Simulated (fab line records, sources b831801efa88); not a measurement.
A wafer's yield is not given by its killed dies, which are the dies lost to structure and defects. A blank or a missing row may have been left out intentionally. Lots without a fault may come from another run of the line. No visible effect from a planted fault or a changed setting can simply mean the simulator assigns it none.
Chamber matching :: flow gf180mcu :: GF_V3_CVD_00 on hdpcvd-01 has 3 sister chambers
The step deposits SiO2, target thk 600 nm, time 100 s. 14 wafers are shown with their chamber, then 7 later ones without.

== WAFERS PAIRED WITH THEIR CHAMBERS ==
wafer: L826.1
chamber: 1
sih4-flow-sccm (sccm): 59.59

wafer: L826.3
chamber: 0
sih4-flow-sccm (sccm): 60.04

wafer: L826.4
chamber: 1
sih4-flow-sccm (sccm): 59.74

wafer: L831.1
chamber: 0
sih4-flow-sccm (sccm): 59.89

wafer: L831.2
chamber: 2
sih4-flow-sccm (sccm): 60.21

wafer: L831.4
chamber: 2
sih4-flow-sccm (sccm): 59.89

wafer: L832.1
chamber: 0
sih4-flow-sccm (sccm): 59.81

wafer: L832.4
chamber: 0
sih4-flow-sccm (sccm): 60.26

wafer: L832.5
chamber: 1
sih4-flow-sccm (sccm): 60.30

wafer: L841.1
chamber: 2
sih4-flow-sccm (sccm): 60.12

wafer: L841.2
chamber: 1
sih4-flow-sccm (sccm): 60.03

wafer: L841.3
chamber: 0
sih4-flow-sccm (sccm): 59.89

wafer: L842.2
chamber: 0
sih4-flow-sccm (sccm): 59.83

wafer: L842.3
chamber: 1
sih4-flow-sccm (sccm): 59.92

SIGNATURES (means of the wafers above)
reading: sih4-flow-sccm
chamber 0: 59.9533
chamber 1: 59.9160
chamber 2: 60.0733
scatter within a chamber: 0.213
Rule: distance of a wafer from a chamber = root of the sum over the readings of ((wafer's reading minus chamber's mean) / reading's scatter) squared. The wafer belongs to the nearest chamber; if the next one is less than 2 further off, it can't be placed. The scatter is the square root of a quotient: the sum, over the shown wafers, of each reading's squared deviation from its chamber's mean, divided by wafers minus chambers.

== WAFERS WITHOUT THEIR CHAMBER ==
wafer: L842.6
sih4-flow-sccm (sccm): 59.98

wafer: L844.2
sih4-flow-sccm (sccm): 59.82

wafer: L844.3
sih4-flow-sccm (sccm): 60.02

wafer: L844.4
sih4-flow-sccm (sccm): 59.95

wafer: L845.2
sih4-flow-sccm (sccm): 59.91

wafer: L845.3
sih4-flow-sccm (sccm): 59.90

wafer: L845.5
sih4-flow-sccm (sccm): 60.02

== THE CHAMBER EACH PASSED THROUGH ==
wafer: L842.6
from the rows above: can't be placed: 0 or 1 or 2
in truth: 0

wafer: L844.2
from the rows above: can't be placed: 1 or 0 or 2
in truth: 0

wafer: L844.3
from the rows above: can't be placed: 2 or 0 or 1
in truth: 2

wafer: L844.4
from the rows above: can't be placed: 0 or 1 or 2
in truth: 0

wafer: L845.2
from the rows above: can't be placed: 1 or 0 or 2
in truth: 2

wafer: L845.3
from the rows above: can't be placed: 1 or 0 or 2
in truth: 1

wafer: L845.5
from the rows above: can't be placed: 2 or 0 or 1
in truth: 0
Correct placement for 0 of the 7. From these rows, 7 cannot be placed; in 7 the true chamber is one of the candidates. Wrongly placed: 0.
